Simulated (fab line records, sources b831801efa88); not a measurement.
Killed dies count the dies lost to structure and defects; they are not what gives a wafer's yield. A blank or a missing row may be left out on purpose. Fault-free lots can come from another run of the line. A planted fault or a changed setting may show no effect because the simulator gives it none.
Split-lot study || flow gf180mcu || 23 wafers read across 5 lots, on a route 602 steps long

THE SPLIT
At GF_V1_CMP_04 (polishes SiO2), the setting leave-above-ref-nm was moved away from the recipe's 632.5 nm on 10 of the 23 wafers read, by -7.0% to +4.1%. This setting was run at the recipe's value on the other wafers.

THE PATH FROM SPLIT TO READING: the file shows 1 step between them
- GF_V1_ETCH_16: etches BARC in N2/H2 (also split here: source-w)

THE READING
oes-product-au, in a.u., at GF_V1_ETCH_17 (etches SiO2 in C4F8/O2/Ar, stops on TiN, target depth 630 nm). On this fab line, fault-free wafers typically give 0.856 a.u. with a standard deviation of 0.0046 a.u.

{"wafer": "L074.3", "tool, chamber at the split": "cmp-01, 1", "leave-above-ref-nm as run, nm": 632.5, "against the recipe": "recipe", "oes-product-au, a.u.": 0.854, "against lot-mates on the recipe": "-"}
{"wafer": "L074.4", "tool, chamber at the split": "cmp-01, 0", "leave-above-ref-nm as run, nm": 632.5, "against the recipe": "recipe", "oes-product-au, a.u.": 0.860, "against lot-mates on the recipe": "-"}
{"wafer": "L074.5", "tool, chamber at the split": "cmp-01, 2", "leave-above-ref-nm as run, nm": 632.5, "against the recipe": "recipe", "oes-product-au, a.u.": 0.855, "against lot-mates on the recipe": "-"}
{"wafer": "L079.1", "tool, chamber at the split": "cmp-01, 3", "leave-above-ref-nm as run, nm": 632.5, "against the recipe": "recipe", "oes-product-au, a.u.": 0.859, "against lot-mates on the recipe": "-"}
{"wafer": "L079.3", "tool, chamber at the split": "cmp-01, 2", "leave-above-ref-nm as run, nm": 632.5, "against the recipe": "recipe", "oes-product-au, a.u.": 0.852, "against lot-mates on the recipe": "-"}
{"wafer": "L079.4", "tool, chamber at the split": "cmp-01, 1", "leave-above-ref-nm as run, nm": 601.2, "against the recipe": "-4.9%", "oes-product-au, a.u.": 0.837, "against lot-mates on the recipe": -0.015}
{"wafer": "L079.5", "tool, chamber at the split": "cmp-01, 1", "leave-above-ref-nm as run, nm": 632.5, "against the recipe": "recipe", "oes-product-au, a.u.": 0.845, "against lot-mates on the recipe": "-"}
{"wafer": "L079.6", "tool, chamber at the split": "cmp-01, 2", "leave-above-ref-nm as run, nm": 601.2, "against the recipe": "-4.9%", "oes-product-au, a.u.": 0.826, "against lot-mates on the recipe": -0.026}
{"wafer": "L080.1", "tool, chamber at the split": "cmp-01, 2", "leave-above-ref-nm as run, nm": 632.5, "against the recipe": "recipe", "oes-product-au, a.u.": 0.853, "against lot-mates on the recipe": "-"}
{"wafer": "L080.2", "tool, chamber at the split": "cmp-01, 0", "leave-above-ref-nm as run, nm": 658.7, "against the recipe": "+4.1%", "oes-product-au, a.u.": 0.883, "against lot-mates on the recipe": "+0.026"}
{"wafer": "L080.3", "tool, chamber at the split": "cmp-01, 3", "leave-above-ref-nm as run, nm": 658.7, "against the recipe": "+4.1%", "oes-product-au, a.u.": 0.879, "against lot-mates on the recipe": "+0.022"}
{"wafer": "L080.5", "tool, chamber at the split": "cmp-01, 2", "leave-above-ref-nm as run, nm": 658.7, "against the recipe": "+4.1%", "oes-product-au, a.u.": 0.888, "against lot-mates on the recipe": "+0.031"}
{"wafer": "L080.6", "tool, chamber at the split": "cmp-01, 1", "leave-above-ref-nm as run, nm": 632.5, "against the recipe": "recipe", "oes-product-au, a.u.": 0.860, "against lot-mates on the recipe": "-"}
{"wafer": "L081.1", "tool, chamber at the split": "cmp-01, 1", "leave-above-ref-nm as run, nm": 632.5, "against the recipe": "recipe", "oes-product-au, a.u.": 0.857, "against lot-mates on the recipe": "-"}
{"wafer": "L081.3", "tool, chamber at the split": "cmp-01, 3", "leave-above-ref-nm as run, nm": 588.4, "against the recipe": "-7.0%", "oes-product-au, a.u.": 0.820, "against lot-mates on the recipe": -0.041}
{"wafer": "L081.4", "tool, chamber at the split": "cmp-01, 0", "leave-above-ref-nm as run, nm": 632.5, "against the recipe": "recipe", "oes-product-au, a.u.": 0.866, "against lot-mates on the recipe": "-"}
{"wafer": "L081.5", "tool, chamber at the split": "cmp-01, 3", "leave-above-ref-nm as run, nm": 588.4, "against the recipe": "-7.0%", "oes-product-au, a.u.": 0.823, "against lot-mates on the recipe": -0.038}
{"wafer": "L081.6", "tool, chamber at the split": "cmp-01, 0", "leave-above-ref-nm as run, nm": 632.5, "against the recipe": "recipe", "oes-product-au, a.u.": 0.860, "against lot-mates on the recipe": "-"}
{"wafer": "L082.2", "tool, chamber at the split": "cmp-01, 2", "leave-above-ref-nm as run, nm": 632.5, "against the recipe": "recipe", "oes-product-au, a.u.": 0.860, "against lot-mates on the recipe": "-"}
{"wafer": "L082.3", "tool, chamber at the split": "cmp-01, 1", "leave-above-ref-nm as run, nm": 614, "against the recipe": "-2.9%", "oes-product-au, a.u.": 0.844, "against lot-mates on the recipe": -0.007}
{"wafer": "L082.4", "tool, chamber at the split": "cmp-01, 0", "leave-above-ref-nm as run, nm": 614, "against the recipe": "-2.9%", "oes-product-au, a.u.": 0.847, "against lot-mates on the recipe": -0.004}
{"wafer": "L082.5", "tool, chamber at the split": "cmp-01, 2", "leave-above-ref-nm as run, nm": 632.5, "against the recipe": "recipe", "oes-product-au, a.u.": 0.843, "against lot-mates on the recipe": "-"}
{"wafer": "L082.6", "tool, chamber at the split": "cmp-01, 3", "leave-above-ref-nm as run, nm": 614, "against the recipe": "-2.9%", "oes-product-au, a.u.": 0.842, "against lot-mates on the recipe": -0.009}

THE FIT
A straight line over all 23 wafers: oes-product-au changes by +0.00535 a.u. for each +1% of leave-above-ref-nm; r = +0.94; the points scatter about the line by 0.0058 a.u.
The same after taking each lot's own level away (the mean of its wafers on the recipe; 23 wafers): +0.00533 a.u. for each +1%; r = +0.94; scatter 0.0058 a.u.
On that fit, the largest move of leave-above-ref-nm shifts the reading by 0.037 a.u.
Across the lots, their own levels run from 0.8515 to 0.8610 a.u., a range of 2.1 times the standard deviation given above.
Hence the lot-to-lot level has little effect on the slope; both slopes agree.
Check: with one of the wafers moved furthest among these (-7.0%) left out of the fit, the line predicts -0.0335 a.u. for it against its lot-mates. Against them it came out at -0.041 a.u.
Tool readings at the split's step, against how far the setting was moved: time-to-endpoint-s r = -0.89.

FURTHER SPLITS ON THESE WAFERS
Other splits were also applied to these wafers ahead of the reading. Each is held against what the fit with the lots' levels taken away leaves over:
{"other split on the same wafers": "GF_SAB_CVD_00 time-s", "wafers away from the commonest value": 5, "r with oes-product-au (lot level and that fit taken away)": "+0.34"}
{"other split on the same wafers": "GF_CONTACT_PEB_12 peb-temp-c", "wafers away from the commonest value": 10, "r with oes-product-au (lot level and that fit taken away)": -0.57}
{"other split on the same wafers": "GF_M1_SPUTTER_03 time-s", "wafers away from the commonest value": 12, "r with oes-product-au (lot level and that fit taken away)": "+0.15"}
{"other split on the same wafers": "GF_M1_EXPOSE_11 dose-mj", "wafers away from the commonest value": 7, "r with oes-product-au (lot level and that fit taken away)": "+0.04"}
{"other split on the same wafers": "GF_M1_STRIP_17 power-w", "wafers away from the commonest value": 12, "r with oes-product-au (lot level and that fit taken away)": "+0.02"}
{"other split on the same wafers": "GF_V1_ETCH_16 source-w", "wafers away from the commonest value": 7, "r with oes-product-au (lot level and that fit taken away)": -0.16}

THE WHOLE CHAIN: every reading that the file lists as answering this split, in the file's order
{"step": "GF_V1_CMP_04", "what it does": "polishes SiO2", "reading": "time-to-endpoint-s", "change (the file's fit)": "withheld for each +1% of the setting", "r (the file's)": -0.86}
{"step": "GF_V1_CMP_04", "what it does": "polishes SiO2", "reading": "SiO2_of_V1_CVD_02.thk-nm (the simulator's own value, which no gauge read)", "change (the file's fit)": "+6.31 nm for each +1% of the setting", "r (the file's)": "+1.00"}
{"step": "GF_V1_ETCH_17", "what it does": "etches SiO2 in C4F8/O2/Ar, stops on TiN, target depth 630 nm", "reading": "oes-product-au", "change (the file's fit)": "+0.00515 a.u. for each +1% of the setting", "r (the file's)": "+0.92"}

FILE'S OWN FIT
oes-product-au changes by +0.00515 a.u. for each +1% of leave-above-ref-nm, r = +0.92.
